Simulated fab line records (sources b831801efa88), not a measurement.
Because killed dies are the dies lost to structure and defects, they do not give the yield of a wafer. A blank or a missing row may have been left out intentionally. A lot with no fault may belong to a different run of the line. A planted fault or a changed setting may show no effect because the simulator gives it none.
2 desks, one fault    flow gf180mcu    numbers are kept per desk, each desk with only its own; the story behind them comes last

AT THE METROLOGY DESK
What the gauges read, lot by lot, whatever tool the lot ran on: means of the sampled wafers that have a number. The brackets show how far a lot's mean lies from the usual mean; more than 4 standard deviations puts the lot out of limits, marked OUT.
Columns: A = STI_CVD_23_THK at GF_STI_THK_MEAS_24, usual 648 nm; B = cd nm at GF_HV_LDD_CD_MEAS_19, usual 400.0 nm; C = HV_LDD_03_OVL at GF_HV_LDD_OVL_MEAS_47, usual 0.3 nm
lot   first seen here  A    B      C
L386  day 2 03:43      636  399.9  0.3
L387  day 2 08:47      650  397.2  0.5
L388  day 2 21:57      649  403.4  -0.9
L389  day 3 00:28      649  402.0  1.5
L390  day 3 02:14      641  400.0  0.5
L391  day 3 02:14      658  400.2  -0.3
L392  day 3 06:19      648  398.0  1.3
L398  day 4 18:13      645  400.5  0.8
L400  day 5 07:06      643  399.5  0.0
L403  day 5 18:28      650  398.2  -1.1
L407  day 6 15:40      641  402.3  0.9
L409  day 7 03:51      645  399.2  -0.1
Result from this desk: across the 12 lots, nothing is out of limits.

DESK OF THE TOOL OWNER: plasma asher-01
The tool's own readings at GF_MVSD_STRIP_10 (strips in O2/N2): means of the sampled wafers that have a number, for each lot that ran on this tool. The brackets show how far a lot's mean lies from the usual mean; more than 4 standard deviations puts the lot out of limits, marked OUT.
Columns: A = drypump motor current A at GF_MVSD_STRIP_10, usual 5.7 A; B = heater power w at GF_MVSD_STRIP_10, usual 325 W; C = oes product au at GF_MVSD_STRIP_10, usual 0.723 a.u.; D = strip time to endpoint s at GF_MVSD_STRIP_10, usual 36.92 s
lot   first seen here  A    B    C      D
L388  day 5 08:07      5.3  313  0.725  36.98
L391  day 5 11:14      5.3  314  0.723  37.01
L398  day 7 10:47      4.9  313  0.733  36.21 (-6.5) OUT
This desk's verdict: out of limits on L398, starting with L398 at day 7 10:47 (strip time to endpoint s at GF_MVSD_STRIP_10). Within limits: L388, L391.

ALL TOGETHER
The tool owner's desk could have raised an alarm at day 7 10:47, on L398.
At the metrology desk, nothing out of limits was observed.
The metrology desk has L398 on record, within its limits.
The lots listed all ran GF_MVSD_STRIP_10 on plasma asher-01.

WHAT HAD BEEN PUT IN BY THE SIMULATOR
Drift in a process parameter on plasma asher-01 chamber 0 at GF_MVSD_STRIP_10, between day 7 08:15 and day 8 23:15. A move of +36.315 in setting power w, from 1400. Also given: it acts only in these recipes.
Lots struck among those shown: L398.
Time in hours from fault onset to the first out-of-limits reading at each desk: the tool owner's desk, 3.
